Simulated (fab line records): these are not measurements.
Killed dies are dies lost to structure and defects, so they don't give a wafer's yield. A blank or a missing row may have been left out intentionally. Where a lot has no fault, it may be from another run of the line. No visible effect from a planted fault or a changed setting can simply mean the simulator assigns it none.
One fault seen from 2 desks ; flow sky130 ; every desk sees just its own numbers, and what lay behind them comes last

== METROLOGY DESK ==
Lot by lot, what the gauges showed, no matter which tool ran the lot: averages of those sampled wafers that carry a number. Marked OUT: a lot whose mean sits more than 4 standard deviations from the usual mean, which makes it out of limits; the brackets give that distance.
Columns: A = FIELD_ISO_OXIDATION_01_THK at SKY_FIELD_ISO_THK_MEAS_23, usual 9.94 nm; B = FIELD_ISO_CVD_24_THK at SKY_FIELD_ISO_THK_MEAS_25, usual 596 nm; C = NWELL_OXIDATION_THK at SKY_NWELL_THK_MEAS_02, usual 9.97 nm; D = DNWELL_TW at SKY_DNWELL_TW_MEAS_09, usual 1101; E = PWDE_OVL at SKY_PWDE_OVL_MEAS_07, usual -0.3 nm; F = PWDE_TW at SKY_PWDE_TW_MEAS_10, usual 368
lot;first seen here;A;B;C;D;E;F
L164;day 3 16:00;9.72;587;9.87;1100;-0.4;367
L169;day 4 16:59;10.11;594;9.93;1087;-2.9;374
L175;day 5 22:58;9.95;593;10.00;1091;-2.0;367
L176;day 6 04:31;9.75;590;9.97;1089;-1.1;370
L181;day 7 09:22;10.28;600;10.21;1085;-1.0;367
This desk found nothing out of limits on any of the 5 lots.

== TOOL OWNER'S DESK, wetBench-01 ==
The tool's own readings at SKY_FIELD_ISO_WET_ETCH_30 (etches SiO2 in dHF, target depth 25 nm, time 50 s): means of the sampled wafers that have a number, for each lot that ran on this tool. Marked OUT: a lot whose mean sits more than 4 standard deviations from the usual mean, which makes it out of limits; the brackets give that distance.
Columns: A = runLengthS at SKY_FIELD_ISO_WET_ETCH_30, usual 78.5 s
lot;first seen here;A
L169;day 4 20:47;75.1
L175;day 6 01:28;56.0 (-8.0) OUT
This desk's verdict: out of limits on L175, starting with L175 at day 6 01:28 (runLengthS at SKY_FIELD_ISO_WET_ETCH_30). In limits: L169.

== TAKEN TOGETHER ==
An alarm could have come from the tool owner's desk at day 6 01:28, on L175.
The metrology desk saw nothing out of limits.
The metrology desk has L175 on record, within its limits.
The lots listed all ran SKY_FIELD_ISO_WET_ETCH_30 on wetBench-01.

== WHAT WAS PUT IN BY THE SIMULATOR ==
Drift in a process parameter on wetBench-01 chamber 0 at SKY_FIELD_ISO_WET_ETCH_30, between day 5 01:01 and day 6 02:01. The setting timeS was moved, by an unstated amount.
Struck lots among those shown: L175.
Hours from the fault's start to each desk's first reading out of limits: the tool owner's desk, 24.
